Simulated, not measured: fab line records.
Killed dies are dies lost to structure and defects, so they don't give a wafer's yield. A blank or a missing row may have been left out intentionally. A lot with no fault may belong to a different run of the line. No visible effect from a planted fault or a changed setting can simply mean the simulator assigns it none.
Problem report in the 8D (eight disciplines) form, filled by code | flow sky130 | the parts of the form that need people (team, actions taken, sign-off) are left out

1. WHAT WENT WRONG
Wafers free of any fault read 1763 nm (standard deviation 15) for VIA4_HDPCVD_THK at SKY_VIA4_THK_MEAS_01, against a mean of 2621 nm on 3 wafers of 3 lots. Measured from the usual mean, that is +57 standard deviations.
First seen on wafer L790.4, day 44 17:09, on film-metro-02. The record holds 36 wafers of 12 lots with a number at this step. By rule, "out" or "out of limits" means more than 4 standard deviations away from the usual mean. The rest of the wafers with a number are treated as sound.

2. WHAT IT IS, WHAT IT ISN'T
question                    | is                           | is not
which readings at this step | VIA4_HDPCVD_THK              | -
which lots                  | L790, L791, L795             | L781, L785, L787, L788, L789, L792, L793, L800, L802
which wafers of those lots  | L790.4, L791.3, L795.4       | L790.1, L790.3, L791.2, L791.5, L795.1, L795.6
read on which gauges        | film-metro-02, film-metro-04 | -
when                        | from day 44 17:09            | up to then (17 sound wafers); but 16 sound wafers of L791, L792, L793, L795, L800, L802 came after

3. THE SUSPECTS, EACH WITH WHAT RULES IT OUT
Counting: a tool at a process step up to the reading stays a suspect if it ran every lot that is out. Sound lots after the first of them don't rule it out here, since some wafers of a struck lot are sound.
- the gauge at SKY_VIA4_THK_MEAS_01 is ruled out. The wafers that are out were read on 2 gauges (film-metro-02, film-metro-04).
- hdpcvd-02 at SKY_VIA4_HDPCVD_00 (deposits SiO2, target thk 1750 nm, time 291.7 s): kept. Ran every lot that is out, first one L790 (day 44 16:58); last sound lot up to then L789 (day 44 14:41). Its own readings are out on those wafers: sih4-flow-sccm.
- Within hdpcvd-02 at SKY_VIA4_HDPCVD_00: the wafers that are out ran in chamber 0; their sound lot-mates ran in chambers 1, 2.
After counting, what remains is hdpcvd-02 at SKY_VIA4_HDPCVD_00.

4. THE CAUSE (what the simulator had put in)
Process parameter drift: hdpcvd-02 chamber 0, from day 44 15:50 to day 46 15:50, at SKY_VIA4_HDPCVD_00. A move of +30 in setting sih4-flow-sccm, from 60. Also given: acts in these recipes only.
Only this tool survived the counting.

5. THE EFFECT CHAIN, in route order
Rows list readings where the struck wafers' mean (over those with a number) sits beyond 3 standard deviations from the usual. Only readings for which the record gives a usual standard deviation are gone through. hours: the time from each lot's start at the first step in this table that gives one to its start at this step, as a median over the lots. sigmas: the change in usual standard deviations.
hours | step                 | reading         | usual      | on struck wafers | change | sigmas
0     | SKY_VIA4_HDPCVD_00   | sih4-flow-sccm  | 59.99 sccm | 90.03            | +30.04 | +99 or more
0     | SKY_VIA4_THK_MEAS_01 | VIA4_HDPCVD_THK | 1763 nm    | 2621             | +858   | +57
Process steps it contains:
- SKY_VIA4_HDPCVD_00: deposits SiO2, target thk 1750 nm, time 291.7 s.

6. WHAT WOULD HAVE CAUGHT IT SOONER
In this record the first reading out of limits at a measuring or inspecting step was taken at day 44 17:09, 1 hour after the fault began at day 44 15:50.
At SKY_VIA4_HDPCVD_00, the tool's own readings (sih4-flow-sccm) were out on each struck wafer the step has a row for, so an alarm limit on them would have fired on the first such wafer.
Of the lots that are out (3), L791, L795 began SKY_VIA4_HDPCVD_00 on hdpcvd-02 after day 44 17:09. A hold on the tool at that time would have spared those 2.
